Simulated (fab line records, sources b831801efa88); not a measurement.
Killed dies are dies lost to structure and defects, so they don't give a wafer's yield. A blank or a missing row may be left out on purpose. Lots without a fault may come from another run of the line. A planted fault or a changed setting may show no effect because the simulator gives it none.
A struck lot beside a sound one | flow gf180mcu | 15 steps out of a route of 602
Sound: wafers L452.1, L452.3, L452.4. Struck: wafers L444.1, L444.3, L444.5. The cause comes at the end.
At each step with rows: each side's tool, then ch and its chambers, then its first start. Under that, the readings that differ: sound wafers | struck wafers | difference of the means | sigmas: that difference in standard deviations of wafers without a fault.
alike: readings whose means differ by less than 2 such deviations, and words and numbers that are the same on both sides. not compared: withheld readings, readings that some wafer has no value for, bounds like >300 that may hide the same value, and numbers for which the record gives no deviation and whose values overlap.
The two part at a step that has a row with sigmas, a row that says differs or no value, or rows on one side only. Numbers that don't overlap but have no deviation are shown without sigmas and don't part them. A reading that every wafer of one side lacks parts them only if that side has two wafers or more.

GF_POLY_GATE_THK_MEAS_01:
  sound on film_metro-04, day 14 10:02; struck on film_metro-03, day 11 22:52
  alike: POLY_GATE_CVD_00_THK
then, 8 steps without rows for these wafers: GF_POLY_GATE_DEHYDRATE_02 (time 60 s); GF_POLY_GATE_HMDS_03 (prime time 60 s); GF_POLY_GATE_COAT_04; GF_POLY_GATE_COAT_05 (resist thk 700 nm); GF_POLY_GATE_SOFTBAKE_06 (time 60 s); GF_POLY_GATE_EXPOSE_07 (exposes mask Poly2, target cd 280 nm); GF_POLY_GATE_PEB_08 (peb time 90 s); GF_POLY_GATE_DEVELOP_09 (develop time 60 s).
GF_POLY_GATE_CD_MEAS_10: target cd 280 nm.
  sound on cd_sem-02, day 15 06:58; struck on cd_sem-01, day 12 17:33
  alike: cd_nm
GF_POLY_GATE_OVL_MEAS_11:
  sound on overlay-01, day 15 07:05; struck on overlay-01, day 12 17:40
  alike: POLY_GATE_OVL
GF_POLY_GATE_ETCH_12: etches BARC in N2/H2.
  sound on rie_diel-04 ch 0,1,3, day 15 07:07; struck on rie_diel-03 ch 1,3, day 12 17:43
  alike: bias_w, drypump_motor_current_A, oes_product_au, throttle_valve_pct
GF_POLY_GATE_ETCH_13: etches poly-Si in HBr/Cl2, stops on SiO2, target depth 198.5 nm, time 69.6 s.
  sound on rie_si-02 ch 1,2,3, day 15 07:10; struck on rie_si-02 ch 1,2,3, day 12 17:46
  reading    | sound            | struck         | difference | sigmas
  bias_w (W) | 100.0 99.5 100.0 | 93.6 93.8 93.7 | -6.1       | -20
  alike: drypump_motor_current_A, oes_product_au, throttle_valve_pct
  not compared: rf_hours_counter_h
GF_POLY_GATE_STRIP_14: strips in O2/N2.
  sound on plasma_asher-01 ch 0,1, day 15 07:13; struck on plasma_asher-03 ch 0,1, day 12 17:49
  alike: drypump_motor_current_A, heater_power_w, oes_product_au
  not compared: rf_hours_counter_h
-- the record jumps here: 20 days lie between the struck wafers' starts before and after (it left off in module POLY_GATE and takes up again in module PASSIVATION, whose first step shown is number 602 of the route) --
GF_PASSIVATION_PROBE_99:
  the record has rows for the struck wafers here (prober-01, day 32 15:16) and none for the sound ones

WHERE THEY PART
First at GF_POLY_GATE_ETCH_13; last, within this record, at GF_PASSIVATION_PROBE_99.

WHY: what the simulator had put in
Process parameter drift: rie_si-02, from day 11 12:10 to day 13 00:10, at GF_POLY_GATE_ETCH_13. Setting bias_w, moved by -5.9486, from 100. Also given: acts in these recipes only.
